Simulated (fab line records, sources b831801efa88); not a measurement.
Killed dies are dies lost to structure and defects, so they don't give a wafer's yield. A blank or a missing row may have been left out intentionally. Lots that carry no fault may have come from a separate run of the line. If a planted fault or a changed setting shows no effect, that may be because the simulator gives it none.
What tool caused it? | flow sky130 | 13 lots with 39 wafers sampled at 3 steps, on a route of 708 steps

## WHAT EACH GAUGE READ, for each wafer
SKY_NWELL_TW_MEAS_26. Usual: NWELL_2_TW 494, standard deviation 7.8.
lot  | measured     | on            | NWELL_2_TW  | flag
L967 | day 5 15:49  | film_metro-03 | 497 500 498 |
L968 | day 5 19:10  | film_metro-04 | 491 493 491 |
L969 | day 5 23:41  | film_metro-01 | 488 488 486 |
L970 | day 6 07:58  | film_metro-01 | 485 482 481 |
L971 | day 6 13:59  | film_metro-03 | 500 500 501 |
L974 | day 7 08:52  | film_metro-01 | 483 484 481 |
L975 | day 7 12:26  | film_metro-04 | 495 495 497 |
L976 | day 7 18:35  | film_metro-04 | 491 494 495 |
L979 | day 8 20:31  | film_metro-03 | 500 501 500 |
L982 | day 9 09:43  | film_metro-01 | 484 481 482 |
L987 | day 10 20:23 | film_metro-04 | 498 495 497 |
L988 | day 11 00:59 | film_metro-01 | 483 487 486 |
L989 | day 11 06:13 | film_metro-03 | 504 506 508 |

SKY_VT_ADJUST_HVTR_CD_MEAS_07: the cd target is 380 nm. Usual: cd_nm 380.3 nm, standard deviation 2.3.
lot  | measured     | on        | cd_nm (nm)        | flag
L967 | day 9 19:18  | cd_sem-02 | 380.4 379.9 380.1 |
L968 | day 10 00:50 | cd_sem-02 | 376.9 380.0 375.9 |
L969 | day 10 05:32 | cd_sem-02 | 379.8 378.8 379.7 |
L970 | day 10 14:20 | cd_sem-02 | 379.7 378.7 379.1 |
L971 | day 10 23:47 | cd_sem-02 | 385.4 382.9 386.7 |
L974 | day 11 23:27 | cd_sem-02 | 381.9 382.1 383.6 |
L975 | day 12 02:26 | cd_sem-02 | 376.4 375.9 377.8 |
L976 | day 12 10:53 | cd_sem-02 | 381.5 379.2 379.4 |
L979 | day 13 16:17 | cd_sem-01 | 378.2 379.8 377.0 |
L982 | day 14 10:38 | cd_sem-01 | 383.0 381.0 383.1 |
L987 | day 16 03:42 | cd_sem-02 | 383.0 382.6 379.2 |
L988 | day 16 08:09 | cd_sem-01 | 381.1 378.6 378.9 |
L989 | day 16 15:22 | cd_sem-02 | 378.8 376.4 378.5 |

## EACH LOT AND THE TOOL THAT RAN IT (in order: tool; ch and the chambers of the sampled wafers; start)
lot  | SKY_VT_ADJUST_LVTN_DEVELOP_17
L967 | litho_track-03 ch 0, day 8 00:37
L968 | litho_track-02 ch 0, day 8 05:35
L969 | litho_track-03 ch 0, day 8 09:46
L970 | litho_track-02 ch 0, day 8 19:32
L971 | litho_track-02 ch 0, day 9 02:50
L974 | litho_track-01 ch 0, day 10 00:30
L975 | litho_track-03 ch 0, day 10 03:40
L976 | litho_track-02 ch 0, day 10 10:21
L979 | litho_track-03 ch 0, day 11 15:01
L982 | litho_track-03 ch 0, day 12 08:16
L987 | litho_track-02 ch 0, day 13 21:48
L988 | litho_track-01 ch 0, day 14 02:33
L989 | litho_track-02 ch 0, day 14 08:32
- SKY_VT_ADJUST_LVTN_DEVELOP_17: develop time 60 s.

## WHAT THE TOOLS THEMSELVES READ (means of the sampled wafers that have a number; where no wafer has one, the mark that the record gives instead)
SKY_VT_ADJUST_LVTN_DEVELOP_17. Usual: developer_temp_C 23.02 C, standard deviation 0.11; exhaust_pa 45.0 Pa, standard deviation 0.91.
lot  | tool           | developer_temp_C (C) | exhaust_pa (Pa) | flag
L967 | litho_track-03 | 22.98                | 44.7            |
L968 | litho_track-02 | 22.94                | 44.4            |
L969 | litho_track-03 | 23.03                | 45.2            |
L970 | litho_track-02 | 23.06                | 44.9            |
L971 | litho_track-02 | 23.06                | 43.7            |
L974 | litho_track-01 | 23.01                | 44.5            |
L975 | litho_track-03 | 23.05                | 45.0            |
L976 | litho_track-02 | 23.06                | 45.9            |
L979 | litho_track-03 | 25.35                | 42.6            | OFF
L982 | litho_track-03 | 25.32                | 44.9            | OFF
L987 | litho_track-02 | 23.19                | 45.8            |
L988 | litho_track-01 | 23.15                | 45.1            |
L989 | litho_track-02 | 23.09                | 45.2            |

## THE ANSWER, worked out from the rows above alone
Rule: a lot is off if the mean of its wafers that have a number lies more than 3 standard deviations from the usual mean. A lot without any number at a reading at which 4 lots or more have one is off too. All remaining lots with rows at the step are treated as sound. First the gauges in route order, then the tools' own readings, where a lot's mean is used as printed above. At the first step where some lot is off, the reading lying furthest off is the one used; lots without a number count as furthest.
Off at SKY_VT_ADJUST_LVTN_DEVELOP_17 (developer_temp_C): L979, L982.
If a tool, at that step or one of the process steps before it, ran each lot that is off and ran no sound lot following the first of them, it fits. One fits: litho_track-03 at SKY_VT_ADJUST_LVTN_DEVELOP_17. Its last sound lot is L975 (day 10 03:40), its first lot that is off L979 (day 11 15:01): a fault that began between those two fits.
The tool's own readings at SKY_VT_ADJUST_LVTN_DEVELOP_17 bear it out: on the lots that are off they differ by more than 5 times the standard deviation of the sound lots' means. developer_temp_C reads 25.34 C there against 23.06 C on the sound lots.

## WHAT THE SIMULATOR HAD PUT IN
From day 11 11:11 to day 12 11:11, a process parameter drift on litho_track-03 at SKY_VT_ADJUST_LVTN_DEVELOP_17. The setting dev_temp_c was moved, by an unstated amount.
Lots struck among those shown: L979, L982. The same result came from the rule above.
